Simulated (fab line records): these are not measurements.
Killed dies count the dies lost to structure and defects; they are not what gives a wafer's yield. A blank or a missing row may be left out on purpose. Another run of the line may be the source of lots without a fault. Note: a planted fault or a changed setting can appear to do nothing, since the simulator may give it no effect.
fab line records :: flow sky130 :: part 2 of 2: steps 34 to 45 of 45
[record]
  lots = 5
  wafers = 15
  last-day = 50
route steps=708 shown NWELL@32 DNWELL@35 PWDE@45
lots untouched by any fault: they come from a run of this same line in which no faults occurred
start-h: hours from the record's opening day to when the first of the lot's shown wafers began :: wait-h: hours elapsed since this lot's preceding step :: " the same as in the row above :: L1.1+2: a single row standing in for several wafers :: - value missing, or start not given :: * or withheld: withheld :: < > ~ a bound
route shown NAME@n: NAME is a module with steps in the file, n the number in the route of the first one :: usual: mean and standard deviation over wafers with no fault :: same: alike in all rows :: chamber/n: place in a boat :: sites: readings site by site :: _std_site: how widely they spread, as a standard deviation :: _edge_site: the outer-site mean with the inner-site mean subtracted :: radius-mm: for every site, how far away it sits from the centre of the wafer :: mask NAME#n: copy n :: behind: the most recent tool/chamber to have shaped the wafer :: hold: why the lot went on hold/how many hours it stayed there/how the hold came to an end :: device: which transistor (n, p or np) failed to switch :: end of line: tests of these same wafers at the route's end :: where a step has no rows: the recipe by itself :: killed: dies that structure and defects cost at the first sort, which is not the same as the wafer's yield :: map: per-die view of a wafer (x killed, . not killed, _ where there is no die)
set.NAME: the setting that was run; set.NAME@STEP: the one run at that earlier step :: model.NAME: the simulator's own value behind a step, which no gauge read
lots seen at some steps along the route; tables by step, rows by wafer
services: when a tool's chamber went out of use (start-h, in hours from the record's first day, below 0 if earlier), for how many hours, and the reason
[[steps]]
[step SKY_NWELL_IMPLANT_12]
[recipe]
  species = P
  energy-kev = 120
  dose-cm2 = 1.3e+12
  tilt-deg = withheld
[usual]
  end-station-pressure-torr = 5.03e-06/2.8e-07
lot.wafer: L074.1
tool: implanter-02
chamber: 0
start-h: 83.67
wait-h: 0.1
end-station-pressure-torr: 4.65e-06

lot.wafer: L074.5
tool: implanter-02
chamber: 0
start-h: 83.67
wait-h: 0.1
end-station-pressure-torr: 4.95e-06

lot.wafer: L074.6
tool: implanter-02
chamber: 0
start-h: 83.67
wait-h: 0.1
end-station-pressure-torr: 5.14e-06

lot.wafer: L079.1
tool: implanter-01
chamber: 0
start-h: 114.95
wait-h: 0.1
end-station-pressure-torr: 4.55e-06

lot.wafer: L079.2
tool: implanter-01
chamber: 0
start-h: 114.95
wait-h: 0.1
end-station-pressure-torr: 5.23e-06

lot.wafer: L079.6
tool: implanter-01
chamber: 0
start-h: 114.95
wait-h: 0.1
end-station-pressure-torr: 5.4e-06

lot.wafer: L086.2
tool: implanter-02
chamber: 0
start-h: 154.44
wait-h: 0.1
end-station-pressure-torr: 5.35e-06

lot.wafer: L086.3
tool: implanter-02
chamber: 0
start-h: 154.44
wait-h: 0.1
end-station-pressure-torr: 4.81e-06

lot.wafer: L086.4
tool: implanter-02
chamber: 0
start-h: 154.44
wait-h: 0.1
end-station-pressure-torr: 5.55e-06

lot.wafer: L090.1
tool: implanter-04
chamber: 0
start-h: 176.12
wait-h: 0.1
end-station-pressure-torr: 4.98e-06

lot.wafer: L090.5
tool: implanter-04
chamber: 0
start-h: 176.12
wait-h: 0.1
end-station-pressure-torr: 5.45e-06

lot.wafer: L090.6
tool: implanter-04
chamber: 0
start-h: 176.12
wait-h: 0.1
end-station-pressure-torr: 5.38e-06

lot.wafer: L094.1
tool: implanter-04
chamber: 0
start-h: 212.99
wait-h: 0.1
end-station-pressure-torr: 5.06e-06

lot.wafer: L094.3
tool: implanter-04
chamber: 0
start-h: 212.99
wait-h: 0.1
end-station-pressure-torr: 5.53e-06

lot.wafer: L094.4
tool: implanter-04
chamber: 0
start-h: 212.99
wait-h: 0.1
end-station-pressure-torr: 5.26e-06
[step SKY_NWELL_IMPLANT_13]
[recipe]
  species = P
  energy-kev = 50
  dose-cm2 = 7e+11
  tilt-deg = withheld
[usual]
  end-station-pressure-torr = 5.01e-06/2.8e-07
lot.wafer: L074.1
tool: implanter-02
chamber: 0
start-h: 83.82
wait-h: 0.1
end-station-pressure-torr: 4.9e-06

lot.wafer: L074.5
tool: implanter-02
chamber: 0
start-h: 83.82
wait-h: 0.1
end-station-pressure-torr: 5.13e-06

lot.wafer: L074.6
tool: implanter-02
chamber: 0
start-h: 83.82
wait-h: 0.1
end-station-pressure-torr: 5.15e-06

lot.wafer: L079.1
tool: implanter-01
chamber: 0
start-h: 115.10
wait-h: 0.1
end-station-pressure-torr: 4.97e-06

lot.wafer: L079.2
tool: implanter-01
chamber: 0
start-h: 115.10
wait-h: 0.1
end-station-pressure-torr: 5.22e-06

lot.wafer: L079.6
tool: implanter-01
chamber: 0
start-h: 115.10
wait-h: 0.1
end-station-pressure-torr: 4.8e-06

lot.wafer: L086.2
tool: implanter-02
chamber: 0
start-h: 154.59
wait-h: 0.1
end-station-pressure-torr: 5.15e-06

lot.wafer: L086.3
tool: implanter-02
chamber: 0
start-h: 154.59
wait-h: 0.1
end-station-pressure-torr: 5.25e-06

lot.wafer: L086.4
tool: implanter-02
chamber: 0
start-h: 154.59
wait-h: 0.1
end-station-pressure-torr: 5e-06

lot.wafer: L090.1
tool: implanter-04
chamber: 0
start-h: 176.27
wait-h: 0.1
end-station-pressure-torr: 4.85e-06

lot.wafer: L090.5
tool: implanter-04
chamber: 0
start-h: 176.27
wait-h: 0.1
end-station-pressure-torr: 5.17e-06

lot.wafer: L090.6
tool: implanter-04
chamber: 0
start-h: 176.27
wait-h: 0.1
end-station-pressure-torr: 5.19e-06

lot.wafer: L094.1
tool: implanter-04
chamber: 0
start-h: 213.14
wait-h: 0.1
end-station-pressure-torr: 5e-06

lot.wafer: L094.3
tool: implanter-04
chamber: 0
start-h: 213.14
wait-h: 0.1
end-station-pressure-torr: 5.05e-06

lot.wafer: L094.4
tool: implanter-04
chamber: 0
start-h: 213.14
wait-h: 0.1
end-station-pressure-torr: 5.21e-06
[step SKY_NWELL_STRIP_14]
[recipe]
  chemistry = O2/N2
  power-w = 1400
  pressure-mtorr = 1500
  platen-temp-c = withheld
  o2-flow-sccm = 3000
  n2-flow-sccm = 300
  overash-fraction = 0.5
[usual]
  drypump-motor-current-A = 5.8/0.42
  oes-product-au = 0.722/0.0046
  strip-time-to-endpoint-s = 36.94/0.091
lot.wafer: L074.1
tool: plasma-asher-04
chamber: 0
start-h: 83.97
wait-h: 0.1
drypump-motor-current-A: 5.2
oes-product-au: 0.719
rf-hours-counter-h: 27
strip-time-to-endpoint-s: 36.86

lot.wafer: L074.5
tool: plasma-asher-04
chamber: 1
start-h: 83.97
wait-h: 0.1
drypump-motor-current-A: 5.7
oes-product-au: 0.715
rf-hours-counter-h: -
strip-time-to-endpoint-s: 36.86

lot.wafer: L074.6
tool: plasma-asher-04
chamber: 0
start-h: 83.97
wait-h: 0.1
drypump-motor-current-A: 5.2
oes-product-au: 0.719
rf-hours-counter-h: -
strip-time-to-endpoint-s: 36.96

lot.wafer: L079.1
tool: plasma-asher-02
chamber: 1
start-h: 115.25
wait-h: 0.1
drypump-motor-current-A: 6.5
oes-product-au: 0.717
rf-hours-counter-h: 45
strip-time-to-endpoint-s: 37.03

lot.wafer: L079.2
tool: plasma-asher-02
chamber: 0
start-h: 115.25
wait-h: 0.1
drypump-motor-current-A: 6.3
oes-product-au: 0.725
rf-hours-counter-h: 45
strip-time-to-endpoint-s: 37.04

lot.wafer: L079.6
tool: plasma-asher-02
chamber: 0
start-h: 115.25
wait-h: 0.1
drypump-motor-current-A: 6.3
oes-product-au: 0.716
rf-hours-counter-h: -
strip-time-to-endpoint-s: 37.03

lot.wafer: L086.2
tool: plasma-asher-04
chamber: 1
start-h: 154.72
wait-h: 0.1
drypump-motor-current-A: 5.7
oes-product-au: 0.714
rf-hours-counter-h: 33
strip-time-to-endpoint-s: 37.14

lot.wafer: L086.3
tool: plasma-asher-04
chamber: 1
start-h: 154.72
wait-h: 0.1
drypump-motor-current-A: 5.7
oes-product-au: 0.725
rf-hours-counter-h: -
strip-time-to-endpoint-s: 37.04

lot.wafer: L086.4
tool: plasma-asher-04
chamber: 0
start-h: 154.72
wait-h: 0.1
drypump-motor-current-A: 5.2
oes-product-au: 0.721
rf-hours-counter-h: -
strip-time-to-endpoint-s: 37.11

lot.wafer: L090.1
tool: plasma-asher-02
chamber: 0
start-h: 176.42
wait-h: 0.1
drypump-motor-current-A: 6.3
oes-product-au: 0.728
rf-hours-counter-h: 51
strip-time-to-endpoint-s: 36.94

lot.wafer: L090.5
tool: plasma-asher-02
chamber: 0
start-h: 176.42
wait-h: 0.1
drypump-motor-current-A: 6.3
oes-product-au: 0.716
rf-hours-counter-h: -
strip-time-to-endpoint-s: 37.02

lot.wafer: L090.6
tool: plasma-asher-02
chamber: 1
start-h: 176.42
wait-h: 0.1
drypump-motor-current-A: 6.5
oes-product-au: 0.724
rf-hours-counter-h: -
strip-time-to-endpoint-s: 37.04

lot.wafer: L094.1
tool: plasma-asher-04
chamber: 0
start-h: 213.29
wait-h: 0.1
drypump-motor-current-A: 5.2
oes-product-au: 0.714
rf-hours-counter-h: 38
strip-time-to-endpoint-s: 36.97

lot.wafer: L094.3
tool: plasma-asher-04
chamber: 0
start-h: 213.29
wait-h: 0.1
drypump-motor-current-A: 5.2
oes-product-au: 0.723
rf-hours-counter-h: -
strip-time-to-endpoint-s: 36.92

lot.wafer: L094.4
tool: plasma-asher-04
chamber: 1
start-h: 213.29
wait-h: 0.1
drypump-motor-current-A: 5.7
oes-product-au: 0.725
rf-hours-counter-h: -
strip-time-to-endpoint-s: 36.94
[step SKY_NWELL_TW_MEAS_15]
[usual]
  NWELL_TW = 1812/18
lot.wafer: L074.1
tool: film-metro-04
chamber: -
start-h: 84.07
wait-h: 0.1
NWELL_TW: 1800

lot.wafer: L074.5
tool: film-metro-04
chamber: -
start-h: 84.07
wait-h: 0.1
NWELL_TW: 1789

lot.wafer: L074.6
tool: film-metro-04
chamber: -
start-h: 84.07
wait-h: 0.1
NWELL_TW: 1791

lot.wafer: L079.1
tool: film-metro-02
chamber: -
start-h: 115.35
wait-h: 0.1
NWELL_TW: 1835

lot.wafer: L079.2
tool: film-metro-02
chamber: -
start-h: 115.35
wait-h: 0.1
NWELL_TW: 1836

lot.wafer: L079.6
tool: film-metro-02
chamber: -
start-h: 115.35
wait-h: 0.1
NWELL_TW: 1838

lot.wafer: L086.2
tool: film-metro-01
chamber: -
start-h: 154.83
wait-h: 0.1
NWELL_TW: 1822

lot.wafer: L086.3
tool: film-metro-01
chamber: -
start-h: 154.83
wait-h: 0.1
NWELL_TW: 1834

lot.wafer: L086.4
tool: film-metro-01
chamber: -
start-h: 154.83
wait-h: 0.1
NWELL_TW: 1824

lot.wafer: L090.1
tool: film-metro-04
chamber: -
start-h: 176.52
wait-h: 0.1
NWELL_TW: 1809

lot.wafer: L090.5
tool: film-metro-04
chamber: -
start-h: 176.52
wait-h: 0.1
NWELL_TW: 1802

lot.wafer: L090.6
tool: film-metro-04
chamber: -
start-h: 176.52
wait-h: 0.1
NWELL_TW: 1798

lot.wafer: L094.1
tool: film-metro-02
chamber: -
start-h: 213.39
wait-h: 0.1
NWELL_TW: 1825

lot.wafer: L094.3
tool: film-metro-02
chamber: -
start-h: 213.39
wait-h: 0.1
NWELL_TW: 1837

lot.wafer: L094.4
tool: film-metro-02
chamber: -
start-h: 213.39
wait-h: 0.1
NWELL_TW: 1843
[step SKY_NWELL_DEHYDRATE_16]
[recipe]
  temp-c = 200
  time-s = 60
lot.wafer: L074.1+5+6
tool: litho-track-02
chamber: 0
start-h: 91.63
wait-h: 7.6

lot.wafer: L079.1+2+6
tool: litho-track-04
chamber: 0
start-h: 124.02
wait-h: 8.7

lot.wafer: L086.2+3+4
tool: litho-track-01
chamber: 0
start-h: 164.06
wait-h: 9.2

lot.wafer: L090.1+5+6
tool: litho-track-04
chamber: 0
start-h: 187.02
wait-h: 10.5

lot.wafer: L094.1+3+4
tool: litho-track-02
chamber: 0
start-h: 218.18
wait-h: 4.8
[step SKY_NWELL_HMDS_17]
[recipe]
  prime-time-s = 60
  prime-temp-c = 120
lot.wafer: L074.1+5+6
tool: litho-track-02
chamber: 0
start-h: 91.78
wait-h: 0.1

lot.wafer: L079.1+2+6
tool: litho-track-04
chamber: 0
start-h: 124.17
wait-h: 0.1

lot.wafer: L086.2+3+4
tool: litho-track-01
chamber: 0
start-h: 164.21
wait-h: 0.1

lot.wafer: L090.1+5+6
tool: litho-track-04
chamber: 0
start-h: 187.17
wait-h: 0.1

lot.wafer: L094.1+3+4
tool: litho-track-02
chamber: 0
start-h: 218.33
wait-h: 0.1
[step SKY_NWELL_COAT_18]
[recipe]
  spin-rpm = 2000
  resist-thk-nm = 3000
lot.wafer: L074.1+5+6
tool: litho-track-02
chamber: 0
start-h: 91.93
wait-h: 0.1

lot.wafer: L079.1+2+6
tool: litho-track-04
chamber: 0
start-h: 124.32
wait-h: 0.1

lot.wafer: L086.2+3+4
tool: litho-track-01
chamber: 0
start-h: 164.36
wait-h: 0.1

lot.wafer: L090.1+5+6
tool: litho-track-04
chamber: 0
start-h: 187.32
wait-h: 0.1

lot.wafer: L094.1+3+4
tool: litho-track-02
chamber: 0
start-h: 218.48
wait-h: 0.1
[step SKY_NWELL_SOFTBAKE_19]
[recipe]
  temp-c = 110
  time-s = withheld
lot.wafer: L074.1+5+6
tool: litho-track-02
chamber: 0
start-h: 92.08
wait-h: 0.1

lot.wafer: L079.1+2+6
tool: litho-track-04
chamber: 0
start-h: 124.47
wait-h: 0.1

lot.wafer: L086.2+3+4
tool: litho-track-01
chamber: 0
start-h: 164.52
wait-h: 0.1

lot.wafer: L090.1+5+6
tool: litho-track-04
chamber: 0
start-h: 187.47
wait-h: 0.1

lot.wafer: L094.1+3+4
tool: litho-track-02
chamber: 0
start-h: 218.63
wait-h: 0.1
[step SKY_NWELL_EXPOSE_20]
[recipe]
  mask-id = NWM_COMPLEMENT
  na = 0.6
  source-shape = conventional
  sigma-outer = 0.6
  polarization = unpolarized
  target-cd-nm = 840
  dose-mj = 260
[usual]
  focus-offset-nm = 0.0/0.61
  stage-vel-mm-s = 499.96/0.24
lot.wafer: L074.1
tool: iline-stepper-02
chamber: 0
start-h: -
wait-h: -
mask: NWM_COMPLEMENT#0
focus-offset-nm: -0.9
stage-vel-mm-s: 500.16

lot.wafer: L074.5
tool: iline-stepper-02
chamber: 0
start-h: -
wait-h: -
mask: NWM_COMPLEMENT#0
focus-offset-nm: -0.4
stage-vel-mm-s: 500.15

lot.wafer: L074.6
tool: iline-stepper-02
chamber: 0
start-h: -
wait-h: -
mask: NWM_COMPLEMENT#0
focus-offset-nm: 0.1
stage-vel-mm-s: 500.10

lot.wafer: L079.1
tool: iline-stepper-01
chamber: 0
start-h: -
wait-h: -
mask: NWM_COMPLEMENT#0
focus-offset-nm: 0.2
stage-vel-mm-s: 499.69

lot.wafer: L079.2
tool: iline-stepper-01
chamber: 0
start-h: -
wait-h: -
mask: NWM_COMPLEMENT#0
focus-offset-nm: 0.5
stage-vel-mm-s: 499.89

lot.wafer: L079.6
tool: iline-stepper-01
chamber: 0
start-h: -
wait-h: -
mask: NWM_COMPLEMENT#0
focus-offset-nm: 0.2
stage-vel-mm-s: 499.92

lot.wafer: L086.2
tool: iline-stepper-02
chamber: 0
start-h: -
wait-h: -
mask: NWM_COMPLEMENT#0
focus-offset-nm: 1.1
stage-vel-mm-s: 499.84

lot.wafer: L086.3
tool: iline-stepper-02
chamber: 0
start-h: -
wait-h: -
mask: NWM_COMPLEMENT#0
focus-offset-nm: 0.4
stage-vel-mm-s: 499.84

lot.wafer: L086.4
tool: iline-stepper-02
chamber: 0
start-h: -
wait-h: -
mask: NWM_COMPLEMENT#0
focus-offset-nm: 0.6
stage-vel-mm-s: 500.09

lot.wafer: L090.1
tool: iline-stepper-01
chamber: 0
start-h: -
wait-h: -
mask: NWM_COMPLEMENT#0
focus-offset-nm: -0.4
stage-vel-mm-s: 500.08

lot.wafer: L090.5
tool: iline-stepper-01
chamber: 0
start-h: -
wait-h: -
mask: NWM_COMPLEMENT#0
focus-offset-nm: 0.2
stage-vel-mm-s: 500.15

lot.wafer: L090.6
tool: iline-stepper-01
chamber: 0
start-h: -
wait-h: -
mask: NWM_COMPLEMENT#0
focus-offset-nm: 0.3
stage-vel-mm-s: 499.82

lot.wafer: L094.1
tool: iline-stepper-01
chamber: 0
start-h: -
wait-h: -
mask: NWM_COMPLEMENT#0
focus-offset-nm: -0.3
stage-vel-mm-s: 499.78

lot.wafer: L094.3
tool: iline-stepper-01
chamber: 0
start-h: -
wait-h: -
mask: NWM_COMPLEMENT#0
focus-offset-nm: -0.4
stage-vel-mm-s: 500.17

lot.wafer: L094.4
tool: iline-stepper-01
chamber: 0
start-h: -
wait-h: -
mask: NWM_COMPLEMENT#0
focus-offset-nm: 0.0
stage-vel-mm-s: 500.14
[step SKY_NWELL_PEB_21]
[recipe]
  temp-c = 115
  time-s = withheld
lot.wafer: L074.1+5+6
tool: litho-track-02
chamber: 0
start-h: -
wait-h: -

lot.wafer: L079.1+2+6
tool: litho-track-01
chamber: 0
start-h: -
wait-h: -

lot.wafer: L086.2+3+4
tool: litho-track-04
chamber: 0
start-h: -
wait-h: -

lot.wafer: L090.1+5+6
tool: litho-track-01
chamber: 0
start-h: -
wait-h: -

lot.wafer: L094.1+3+4
tool: litho-track-04
chamber: 0
start-h: -
wait-h: -
[step SKY_NWELL_DEVELOP_22]
[recipe]
  wall-angle-deg = 90
  developer = TMAH
  develop-time-s = 60
  dev-temp-c = 23
lot.wafer: L074.1+5+6
tool: litho-track-02
chamber: 0
start-h: -
wait-h: -

lot.wafer: L079.1+2+6
tool: litho-track-01
chamber: 0
start-h: -
wait-h: -

lot.wafer: L086.2+3+4
tool: litho-track-04
chamber: 0
start-h: -
wait-h: -

lot.wafer: L090.1+5+6
tool: litho-track-01
chamber: 0
start-h: -
wait-h: -

lot.wafer: L094.1+3+4
tool: litho-track-04
chamber: 0
start-h: -
wait-h: -
[step SKY_NWELL_OVL_MEAS_23]
[usual]
  NWELL_01_OVL = -1.0/1.5
lot.wafer: L074.1
tool: overlay-02
chamber: -
start-h: 101.03
wait-h: -
NWELL_01_OVL[nm]: -1.4

lot.wafer: L074.5
tool: overlay-02
chamber: -
start-h: 101.03
wait-h: -
NWELL_01_OVL[nm]: -3.7

lot.wafer: L074.6
tool: overlay-02
chamber: -
start-h: 101.03
wait-h: -
NWELL_01_OVL[nm]: -0.9

lot.wafer: L079.1
tool: overlay-01
chamber: -
start-h: 133.88
wait-h: -
NWELL_01_OVL[nm]: -0.5

lot.wafer: L079.2
tool: overlay-01
chamber: -
start-h: 133.88
wait-h: -
NWELL_01_OVL[nm]: -2.1

lot.wafer: L079.6
tool: overlay-01
chamber: -
start-h: 133.88
wait-h: -
NWELL_01_OVL[nm]: -1.4

lot.wafer: L086.2
tool: overlay-01
chamber: -
start-h: 174.52
wait-h: -
NWELL_01_OVL[nm]: -3.1

lot.wafer: L086.3
tool: overlay-01
chamber: -
start-h: 174.52
wait-h: -
NWELL_01_OVL[nm]: -1.9

lot.wafer: L086.4
tool: overlay-01
chamber: -
start-h: 174.52
wait-h: -
NWELL_01_OVL[nm]: -0.8

lot.wafer: L090.1
tool: overlay-01
chamber: -
start-h: 212.28
wait-h: -
NWELL_01_OVL[nm]: 1.6

lot.wafer: L090.5
tool: overlay-01
chamber: -
start-h: 212.28
wait-h: -
NWELL_01_OVL[nm]: 2.4

lot.wafer: L090.6
tool: overlay-01
chamber: -
start-h: 212.28
wait-h: -
NWELL_01_OVL[nm]: 0.5

lot.wafer: L094.1
tool: overlay-01
chamber: -
start-h: 231.22
wait-h: -
NWELL_01_OVL[nm]: -0.5

lot.wafer: L094.3
tool: overlay-01
chamber: -
start-h: 231.22
wait-h: -
NWELL_01_OVL[nm]: 1.4

lot.wafer: L094.4
tool: overlay-01
chamber: -
start-h: 231.22
wait-h: -
NWELL_01_OVL[nm]: 0.5
[[services]]
tool: implanter-04
chamber: -
start-h: 14.21
hours: 4.8
kind: repair

tool: wet-bench-03
chamber: -
start-h: 36.38
hours: 8.9
kind: repair

tool: plasma-asher-04
chamber: -
start-h: 41.82
hours: 15.6
kind: pm

tool: furnace-01
chamber: -
start-h: 64.10
hours: 3.3
kind: pm

tool: furnace-02
chamber: -
start-h: 74.62
hours: 3.6
kind: pm

tool: implanter-02
chamber: -
start-h: 76.75
hours: 1.9
kind: repair

tool: furnace-01
chamber: -
start-h: 78.86
hours: 2.3
kind: pm

tool: implanter-01
chamber: -
start-h: 86.18
hours: 3.0
kind: pm

tool: iline-stepper-01
chamber: -
start-h: 98.47
hours: 3.9
kind: repair

tool: plasma-asher-01
chamber: -
start-h: 108.75
hours: 9.0
kind: pm

tool: iline-stepper-01
chamber: -
start-h: 111.00
hours: 1.7
kind: pm

tool: plasma-asher-04
chamber: -
start-h: 111.77
hours: 4.8
kind: repair

tool: iline-stepper-01
chamber: -
start-h: 113.23
hours: 4.2
kind: repair

tool: implanter-04
chamber: -
start-h: 116.75
hours: 4.2
kind: repair

tool: implanter-04
chamber: -
start-h: 120.93
hours: 3.8
kind: pm

tool: iline-stepper-02
chamber: -
start-h: 142.00
hours: 1.7
kind: pm

tool: implanter-03
chamber: -
start-h: 152.00
hours: 13.5
kind: repair

tool: implanter-01
chamber: -
start-h: 156.32
hours: 7.0
kind: repair

tool: implanter-02
chamber: -
start-h: 165.65
hours: 2.2
kind: repair

tool: implanter-02
chamber: -
start-h: 170.12
hours: 3.3
kind: pm

tool: wet-bench-03
chamber: -
start-h: 179.36
hours: 5.0
kind: repair

tool: iline-stepper-01
chamber: -
start-h: 188.59
hours: 4.4
kind: repair

tool: implanter-03
chamber: -
start-h: 197.17
hours: 1.8
kind: repair

tool: implanter-03
chamber: -
start-h: 208.88
hours: 1.8
kind: repair
